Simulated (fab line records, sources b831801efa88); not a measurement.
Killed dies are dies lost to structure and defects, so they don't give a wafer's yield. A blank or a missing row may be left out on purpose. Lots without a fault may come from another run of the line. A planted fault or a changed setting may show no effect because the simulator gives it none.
Which tool did it? | flow sky130 | 15 lots, 45 wafers sampled, at 2 steps of a route of 708

WHAT THE GAUGES READ, wafer by wafer
The record holds no reading of a measuring or inspecting step that can be judged against a usual standard deviation.

WHICH TOOL RAN EACH LOT (tool, then ch and the chambers of the sampled wafers, then the start)
lot  | SKY_METAL4_SPUTTER_03        | SKY_PAD_OPEN_PROBE_99
L173 | pvd_sputter-04, day 39 23:47 | prober-01, day 46 00:40
L175 | pvd_sputter-03, day 40 11:24 | -
L176 | pvd_sputter-03, day 41 15:15 | prober-02, day 47 09:01
L177 | pvd_sputter-03, day 41 21:40 | prober-01, day 47 14:11
L179 | pvd_sputter-04, day 42 12:52 | -
L180 | pvd_sputter-03, day 42 15:56 | -
L183 | pvd_sputter-02, day 43 06:01 | -
L181 | pvd_sputter-02, day 43 07:35 | -
L182 | pvd_sputter-03, day 43 09:16 | -
L185 | pvd_sputter-02, day 43 17:01 | prober-01, day 49 03:53
L188 | pvd_sputter-02, day 44 02:29 | prober-02, day 49 12:17
L190 | pvd_sputter-03, day 44 17:58 | prober-02, day 50 00:29
L191 | pvd_sputter-03, day 45 05:33 | -
L192 | pvd_sputter-04, day 45 17:13 | prober-02, day 50 15:35
L194 | pvd_sputter-03, day 45 19:46 | prober-01, day 50 18:11
- SKY_METAL4_SPUTTER_03: material Ti, target thk 5 nm, time 3.3 s.
- SKY_PAD_OPEN_PROBE_99

WHAT THE TOOLS THEMSELVES READ (means of the sampled wafers that have a number; where no wafer has one, the mark that the record gives instead)
SKY_METAL4_SPUTTER_03.
lot  | tool           | cathode_dc_power_W (W) | throttle_valve_pct (%)
L173 | pvd_sputter-04 | 2999.9                 | 30.4
L175 | pvd_sputter-03 | 3000.2                 | 30.0
L176 | pvd_sputter-03 | 2999.7                 | 29.3
L177 | pvd_sputter-03 | 3000.3                 | 30.5
L179 | pvd_sputter-04 | 2999.8                 | 30.4
L180 | pvd_sputter-03 | 2999.7                 | 29.9
L183 | pvd_sputter-02 | 2999.8                 | 30.4
L181 | pvd_sputter-02 | 3000.3                 | 30.0
L182 | pvd_sputter-03 | 2999.7                 | 29.9
L185 | pvd_sputter-02 | 2999.5                 | 30.5
L188 | pvd_sputter-02 | 3000.0                 | 30.5
L190 | pvd_sputter-03 | 3110.1                 | 30.2
L191 | pvd_sputter-03 | 3109.7                 | 29.6
L192 | pvd_sputter-04 | 3000.3                 | 29.9
L194 | pvd_sputter-03 | 3109.5                 | 30.8

SKY_PAD_OPEN_PROBE_99.
lot  | tool      | defect_limited_yield (%) | killed_at_M0_to_M3 | killed_at_M4_up | killed_at_contacts | killed_at_front_end | killed_at_other | killed_dies | killed_open | killed_short | sort_bin_3_pad_short (%) | sort_bin_5_function (%) | sort_bin_6_memory (%) | sort_n_pass | sort_yield_pct (%)
L173 | prober-01 | 83.0                     | 43                 | 2.7             | 22                 | 16                  | 0.0             | 84          | 48          | 36           | 0.7                      | 10.6                    | 5.7                   | 408         | 83.0
L176 | prober-02 | 82.9                     | 36                 | 3.0             | 29                 | 16                  | 0.3             | 84          | 42          | 42           | 1.1                      | 9.9                     | 6.0                   | 408         | 82.9
L177 | prober-01 | 82.4                     | 44                 | 2.0             | 20                 | 20                  | 0.7             | 87          | 49          | 38           | 0.8                      | 10.4                    | 6.4                   | 405         | 82.4
L185 | prober-01 | 81.7                     | 41                 | 3.0             | 33                 | 12                  | 0.3             | 90          | 47          | 42           | 0.9                      | 11.1                    | 6.2                   | 402         | 81.7
L188 | prober-02 | 84.3                     | 42                 | 1.3             | 19                 | 14                  | 0.0             | 77          | 40          | 37           | 0.6                      | 9.6                     | 5.4                   | 415         | 84.3
L190 | prober-02 | 79.8                     | 50                 | 3.0             | 26                 | 21                  | 0.0             | 99          | 51          | 49           | 0.9                      | 11.7                    | 7.6                   | 393         | 79.8
L192 | prober-02 | 82.9                     | 39                 | 3.3             | 23                 | 18                  | 0.3             | 84          | 48          | 36           | 0.5                      | 10.6                    | 6.0                   | 408         | 82.9
L194 | prober-01 | 83.3                     | 44                 | 3.3             | 24                 | 10                  | 0.7             | 82          | 48          | 34           | 0.5                      | 10.3                    | 5.8                   | 410         | 83.3

THE ANSWER, worked out from the rows above alone
Rule: what is usual is taken from the lots themselves. Put in order of their means at a reading, lots are off if they are a third of the lots or fewer, leave a main group of 4 or more, and stand apart from it by a gap of 3 or more times the standard deviation of the main group's means; of several such gaps the widest counts. A main group whose means are all the same, to the digits that the tables above print for the reading, isn't used. A lot without any number at a reading at which 4 lots or more have one is off too. The other lots that the step has rows for count as sound. The gauges are gone through in route order, then the tools' own readings, and for those a lot's mean is taken as printed above. The first step at which some lot is off is used, and at that step the reading that is off furthest; a lot without a number counts as furthest.
Off: L190, L191, L194, at SKY_METAL4_SPUTTER_03 (cathode_dc_power_W). The main group: mean 2999.9 W, standard deviation 0.27.
A tool fits if, at that step or a process step before it, it ran every lot that is off, and no sound lot after the first of them. One fits: pvd_sputter-03 at SKY_METAL4_SPUTTER_03. Its last sound lot is L182 (day 43 09:16), its first lot that is off L190 (day 44 17:58): a fault that began between those two fits.
The tool's own readings at SKY_METAL4_SPUTTER_03 bear it out: on the lots that are off they differ by more than 5 times the standard deviation of the sound lots' means. cathode_dc_power_W reads 3109.8 W there against 2999.9 W on the sound lots.

WHAT THE SIMULATOR HAD PUT IN
Process parameter drift: pvd_sputter-03, from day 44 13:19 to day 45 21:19, at SKY_METAL4_SPUTTER_03. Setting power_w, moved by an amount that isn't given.
Lots struck among those shown: L190, L191, L194. The rule above found the same.
